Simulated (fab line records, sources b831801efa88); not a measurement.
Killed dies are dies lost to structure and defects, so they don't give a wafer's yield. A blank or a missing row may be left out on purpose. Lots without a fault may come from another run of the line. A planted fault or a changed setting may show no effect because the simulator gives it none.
One fault seen from 2 desks | flow sfq_line | each desk has only its own numbers; what lay behind them comes last

THE TOOL OWNER'S DESK: rie_diel-02
The tool's own readings at SFQ_TRILAYER_I7_VIA_BARC_OPEN_VIA_ETCH_260 (etches BARC in O2, target depth 125 nm, time 41.7 s): means of the sampled wafers that have a number, for each lot that ran on this tool. A lot is out of limits, marked OUT, if its mean lies more than 4 standard deviations from the usual mean; the brackets give that distance.
Columns: A = drypump_motor_current_A at SFQ_TRILAYER_I7_VIA_BARC_OPEN_VIA_ETCH_260, usual 5.65 A; B = oes_product_au at SFQ_TRILAYER_I7_VIA_BARC_OPEN_VIA_ETCH_260, usual 0.685 a.u.
lot  | first seen here | A    | B
L223 | day 88 04:23    | 5.96 | 0.689
L234 | day 90 19:05    | 5.50 | 0.682
L235 | day 91 01:05    | 5.85 | 0.679
This desk's finding: nothing out of limits on any of the 3 lots.

THE METROLOGY DESK
What the gauges read, lot by lot, whatever tool the lot ran on: means of the sampled wafers that have a number. A lot is out of limits, marked OUT, if its mean lies more than 4 standard deviations from the usual mean; the brackets give that distance.
Columns: A = I7_BOW at SFQ_I7_BOW_MEAS_946, usual 7 um; B = I7_OVL at SFQ_I7_OVL_MEAS_947, usual 1 nm
lot  | first seen here | A   | B
L218 | day 76 00:33    | 9   | 9
L223 | day 85 03:17    | 19  | -4
L234 | day 87 05:11    | 17  | -6
L235 | day 87 09:40    | 20  | 3
L238 | day 88 19:39    | -11 | 6
L239 | day 88 22:40    | -3  | -4
This desk's finding: nothing out of limits on any of the 6 lots.

PUT TOGETHER
The tool owner's desk saw nothing out of limits.
The metrology desk saw nothing out of limits.

WHAT THE SIMULATOR HAD PUT IN
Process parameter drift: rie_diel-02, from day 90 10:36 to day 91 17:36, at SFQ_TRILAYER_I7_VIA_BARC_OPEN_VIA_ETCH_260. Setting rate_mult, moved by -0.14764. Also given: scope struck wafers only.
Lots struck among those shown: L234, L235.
